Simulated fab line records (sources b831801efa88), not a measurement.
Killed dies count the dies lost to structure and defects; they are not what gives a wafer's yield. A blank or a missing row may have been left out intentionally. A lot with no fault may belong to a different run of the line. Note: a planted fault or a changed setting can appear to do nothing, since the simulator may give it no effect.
Problem report in the 8D (eight disciplines) form, filled by code :: flow sky130 :: the parts of the form that need people (team, actions taken, sign-off) are left out

== 1. WHAT WENT WRONG ==
At SKY_FIELD_ISO_WET_ETCH_30, tempC averages 15.90 C over 9 wafers from 3 lots, while fault-free wafers read 25.02 C, standard deviation 0.1. Relative to the usual mean, that is a shift of -91 standard deviations.
The step: etches SiO2 in dHF, target depth 25 nm, time 48.24 s.
First seen on wafer L901.2, day 4 00:53, on wetBench-01. At this step, 21 wafers from 7 lots have a number in the record. Rule for "out", or "out of limits": more than 4 standard deviations from the usual mean. The rest of the wafers with a number are treated as sound.

== 2. WHAT THIS IS AND IS NOT ==
question: which readings at this step
is: tempC, bathHeatDutyPct
is not: -

question: which lots
is: L901, L902, L905
is not: L896, L898, L903, L904

question: which wafers of those lots
is: all that have a number
is not: -

question: read on which tools
is: wetBench-01
is not: wetBench-02, wetBench-04

question: when
is: from day 4 00:53
is not: up to then (6 sound wafers); but 6 sound wafers of L903, L904 came after

== 3. SUSPECTS, AND WHAT RULES EACH OUT ==
Counting: a tool at any process step up to the reading remains a suspect when it ran all the lots that are out and ran no sound lot after the first of those.
- wetBench-01 at SKY_FIELD_ISO_WET_ETCH_30 (etches SiO2 in dHF, target depth 25 nm, time 48.24 s): kept. It processed each lot that is out, first L901 at day 4 00:53, and no sound lot thereafter; up to then, the last sound lot it processed was L898 at day 3 05:43. Out on those wafers are its own readings of bathHeatDutyPct, tempC.
Left after counting: wetBench-01 at SKY_FIELD_ISO_WET_ETCH_30.

== 4. THE CAUSE (what the simulator had put in) ==
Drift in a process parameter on wetBench-01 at SKY_FIELD_ISO_WET_ETCH_30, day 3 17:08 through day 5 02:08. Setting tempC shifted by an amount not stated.
The count eliminated every tool but this one.

== 5. THE CHAIN OF EFFECTS, in route order ==
Each row: a reading whose mean over the struck wafers that have a number lies more than 3 standard deviations from the usual. Scope: only readings with a usual standard deviation given in the record; hours: median across lots of the time from each lot's start at the first step in this table that gives one to its start at this step; sigmas: change in usual standard deviations.
hours: 0
step: SKY_FIELD_ISO_WET_ETCH_30
reading: bathHeatDutyPct
usual: 6.7 %
on struck wafers: 0.0
change: -6.7
sigmas: -12

hours: 0
step: SKY_FIELD_ISO_WET_ETCH_30
reading: tempC
usual: 25.02 C
on struck wafers: 15.90
change: -9.12
sigmas: -91
Process steps it contains:
- SKY_FIELD_ISO_WET_ETCH_30: etches SiO2 in dHF, target depth 25 nm, time 48.24 s.
Later measuring or inspecting steps at which every struck wafer that the step has a row for has a number for every such reading, and none has moved that far: SKY_NWELL_THK_MEAS_02, SKY_DNWELL_TW_MEAS_09, SKY_PWDE_OVL_MEAS_07, SKY_PWDE_TW_MEAS_10.

== 6. HOW IT WOULD HAVE BEEN CAUGHT EARLIER ==
In this record the first reading out of limits was taken at day 4 00:53, 8 hours after the fault began at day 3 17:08.
